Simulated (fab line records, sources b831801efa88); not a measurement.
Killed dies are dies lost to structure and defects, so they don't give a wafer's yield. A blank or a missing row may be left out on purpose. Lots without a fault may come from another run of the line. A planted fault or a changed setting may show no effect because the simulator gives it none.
One fault seen from 2 desks | flow sky130 | each desk has only its own numbers; what lay behind them comes last

THE METROLOGY DESK
What the gauges read, lot by lot, whatever tool the lot ran on: means of the sampled wafers that have a number. A lot is out of limits, marked OUT, if its mean lies more than 4 standard deviations from the usual mean; the brackets give that distance.
Columns: A = INCOMING_BOW at SKY_FIELD_ISO_BOW_MEAS_00, usual 0 um; B = FIELD_ISO_CVD_03_THK at SKY_FIELD_ISO_THK_MEAS_04, usual 164.7 nm
lot  | first seen here | A   | B
L509 | day 1 10:00     | -2  | 163.7
L511 | day 1 20:00     | -1  | 164.5
L512 | day 2 01:02     | 1   | 161.8
L515 | day 2 16:01     | 2   | 162.0
L517 | day 3 02:01     | 1   | 165.0
L520 | day 3 17:01     | 0   | 163.8
L521 | day 3 22:00     | -3  | 164.4
L525 | day 4 18:00     | 2   | 164.7
L526 | day 4 23:00     | -4  | 163.0
L528 | day 5 09:00     | 3   | 168.9
L529 | day 5 14:00     | 0   | 167.2
L531 | day 6 00:01     | -11 | 166.8
This desk's finding: nothing out of limits on any of the 12 lots.

THE TOOL OWNER'S DESK: pvd_sputter-03
The tool's own readings at SKY_METAL3_SPUTTER_04 (material TiN, target thk 70 nm, time 58.3 s): means of the sampled wafers that have a number, for each lot that ran on this tool. A lot is out of limits, marked OUT, if its mean lies more than 4 standard deviations from the usual mean; the brackets give that distance.
Columns: A = chamber_pressure_pa at SKY_METAL3_SPUTTER_04, usual 0.3999 Pa; B = throttle_valve_pct at SKY_METAL3_SPUTTER_04, usual 30.0 %
lot  | first seen here | A                | B
L509 | day 36 09:59    | 0.3994           | 29.8
L511 | day 37 04:31    | 0.4000           | 29.9
L512 | day 37 10:01    | 0.4001           | 29.3
L517 | day 39 02:17    | 0.3996           | 29.4
L520 | day 39 22:08    | 0.3994           | 30.2
L525 | day 41 17:15    | 0.4420 (+49) OUT | 28.0
L526 | day 41 20:34    | 0.4426 (+50) OUT | 28.1
This desk's finding: out of limits on L525, L526; first on L525, day 41 17:15 (chamber_pressure_pa at SKY_METAL3_SPUTTER_04). In limits: L509, L511, L512, L517, L520.

PUT TOGETHER
The tool owner's desk could have raised an alarm at day 41 17:15, on L525, L526.
The metrology desk saw nothing out of limits.
The metrology desk has L525, L526 on record, within its limits.
Of the lots named, all ran SKY_METAL3_SPUTTER_04 on pvd_sputter-03.

WHAT THE SIMULATOR HAD PUT IN
Process parameter drift: pvd_sputter-03, from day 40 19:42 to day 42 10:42, at SKY_METAL3_SPUTTER_04. Setting chamber_pressure_pa, moved by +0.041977, from 0.4. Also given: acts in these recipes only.
Lots struck among those shown: L525, L526.
Hours from the fault's start to each desk's first reading out of limits: the tool owner's desk, 22.
